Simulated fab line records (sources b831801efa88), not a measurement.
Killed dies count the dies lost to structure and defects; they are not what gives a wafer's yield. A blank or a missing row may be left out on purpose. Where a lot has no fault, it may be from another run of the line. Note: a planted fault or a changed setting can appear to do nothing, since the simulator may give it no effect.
Which tool did it?	flow sky130	42 wafers from 14 lots sampled at 2 of the route's 708 steps

== WHAT EACH GAUGE READ, for each wafer ==
The record lacks any reading of a measuring or inspecting step that a usual standard deviation could be used to judge.

== EACH LOT AND THE TOOL THAT RAN IT (in order: tool; ch and the chambers of the sampled wafers; start) ==
lot	SKY_VIA3_STRIP_17	SKY_PAD_OPEN_PROBE_99
L772	wetBench-03 ch 0, day 39 06:43	prober-01, day 45 10:25
L773	wetBench-01 ch 0, day 39 20:07	prober-02, day 45 22:16
L774	wetBench-03 ch 3, day 40 10:02	prober-01, day 46 09:44
L776	wetBench-03 ch 2, day 40 22:38	prober-02, day 46 19:53
L775	wetBench-03 ch 0, day 41 00:10	prober-01, day 46 21:01
L777	wetBench-01 ch 1, day 41 02:15	prober-02, day 46 22:13
L779	wetBench-01 ch 0, day 41 18:33	prober-02, day 47 12:52
L780	wetBench-02 ch 1, day 42 01:17	prober-01, day 47 18:11
L781	wetBench-01 ch 2, day 42 07:40	prober-02, day 48 00:52
L783	wetBench-03 ch 3, day 43 03:38	prober-02, day 48 16:13
L786	wetBench-03 ch 0, day 43 18:27	prober-02, day 49 05:10
L787	wetBench-02 ch 2, day 43 19:56	prober-01, day 49 03:40
L788	wetBench-03 ch 3, day 44 04:02	prober-01, day 49 11:10
L792	wetBench-02 ch 2, day 45 08:35	prober-01, day 50 10:26
- SKY_VIA3_STRIP_17: strips in post etch residue remover, time 1200 s.
- SKY_PAD_OPEN_PROBE_99

== AS READ BY THE TOOLS THEMSELVES (means over the sampled wafers that have a number; for cases with no such wafer, the mark the record gives instead) ==
SKY_VIA3_STRIP_17. Usual: bathHeatDutyPct 14.5 %, standard deviation 1.9.
lot	tool	bathHeatDutyPct (%)	flag
L772	wetBench-03	16.8	
L773	wetBench-01	15.1	
L774	wetBench-03	13.2	
L776	wetBench-03	15.6	
L775	wetBench-03	16.4	
L777	wetBench-01	16.7	
L779	wetBench-01	14.8	
L780	wetBench-02	13.9	
L781	wetBench-01	12.0	
L783	wetBench-03	13.9	
L786	wetBench-03	16.8	
L787	wetBench-02	14.4	
L788	wetBench-03	13.3	
L792	wetBench-02	14.0	

SKY_PAD_OPEN_PROBE_99. Usual: defectLimitedYield 82.4 %, standard deviation 1.9; killed_at_M0_to_M3 44, standard deviation 7.2; killed_at_M4_up 3.4, standard deviation 2.1; killedAtContacts 24, standard deviation 5.5; killedAtFrontEnd 15, standard deviation 4.6; killedAtOther 0.4, standard deviation 0.64; killedDies 86, standard deviation 9.1; killedOpen 47, standard deviation 7.5; killedShort 39, standard deviation 5.8; sort_bin_3_pad_short 0.9 %, standard deviation 0.41; sort_bin_5_function 10.4 %, standard deviation 1.5; sort_bin_6_memory 6.3 %, standard deviation 1.2; sortNPass 406, standard deviation 9.1; sortYieldPct 82.4 %, standard deviation 1.9.
lot	tool	defectLimitedYield (%)	killed_at_M0_to_M3	killed_at_M4_up	killedAtContacts	killedAtFrontEnd	killedAtOther	killedDies	killedOpen	killedShort	sort_bin_3_pad_short (%)	sort_bin_5_function (%)	sort_bin_6_memory (%)	sortNPass	sortYieldPct (%)	flag
L772	prober-01	82.2	45	4.3	20	18	0.3	88	52	36	0.8	10.9	6.1	404	82.2	
L773	prober-02	82.5	41	2.7	24	18	0.3	86	47	39	0.9	10.7	5.8	406	82.5	
L774	prober-01	82.7	42	4.7	25	13	0.0	85	46	39	0.9	10.5	5.9	407	82.7	
L776	prober-02	81.5	48	2.3	21	20	0.0	91	46	44	0.8	10.2	7.5	401	81.5	
L775	prober-01	83.5	35	5.0	27	14	0.3	81	43	38	1.1	8.6	6.7	411	83.5	
L777	prober-02	81.7	46	1.7	28	14	0.3	90	49	41	1.3	10.9	6.2	402	81.7	
L779	prober-02	82.3	39	5.3	25	18	0.3	87	46	41	1.1	10.6	5.9	405	82.3	
L780	prober-01	83.5	42	2.7	20	15	0.7	81	46	35	0.3	10.4	5.7	411	83.5	
L781	prober-02	79.4	49	5.0	31	15	1.0	101	59	42	1.4	11.3	7.8	391	79.4	
L783	prober-02	83.7	44	2.3	21	12	0.3	80	42	38	0.8	9.9	5.6	412	83.7	
L786	prober-02	74.8	85	4.7	21	13	0.3	124	45	37	1.8	16.2	7.2	368	74.8	OFF
L787	prober-01	83.9	35	4.3	21	19	0.3	79	41	38	0.6	10.3	5.2	413	83.9	
L788	prober-01	78.4	73	3.7	18	11	0.3	106	41	36	1.6	13.9	6.1	386	78.4	OFF
L792	prober-01	83.5	45	2.3	24	10	0.3	81	42	39	1.1	9.1	6.4	411	83.5	

== THE ANSWER, worked out from the rows above alone ==
Rule: lot off if the mean of its wafers having a number is beyond 3 standard deviations from the usual mean. A lot without any number at a reading at which 4 lots or more have one is off too. The other lots that the step has rows for count as sound. Order of review: gauges by route order, followed by the tools' own readings, for which a lot's mean as printed above is used. The first step at which some lot is off is used, and at that step the reading that is off furthest; a lot without a number counts as furthest.
Off at SKY_PAD_OPEN_PROBE_99 (killed_at_M0_to_M3): L786, L788.
If a tool, at that step or one of the process steps before it, ran each lot that is off and ran no sound lot following the first of them, it fits. One fits: wetBench-03 at SKY_VIA3_STRIP_17. A fault onset in the window from L783 (day 43 03:38, its last sound lot) to L786 (day 43 18:27, its first lot off) fits.

== WHAT THE SIMULATOR HAD PUT IN ==
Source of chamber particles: wetBench-03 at SKY_VIA3_STRIP_17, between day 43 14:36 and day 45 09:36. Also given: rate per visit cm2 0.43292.
Shown lots that were struck: L786, L788. The same result came from the rule above.
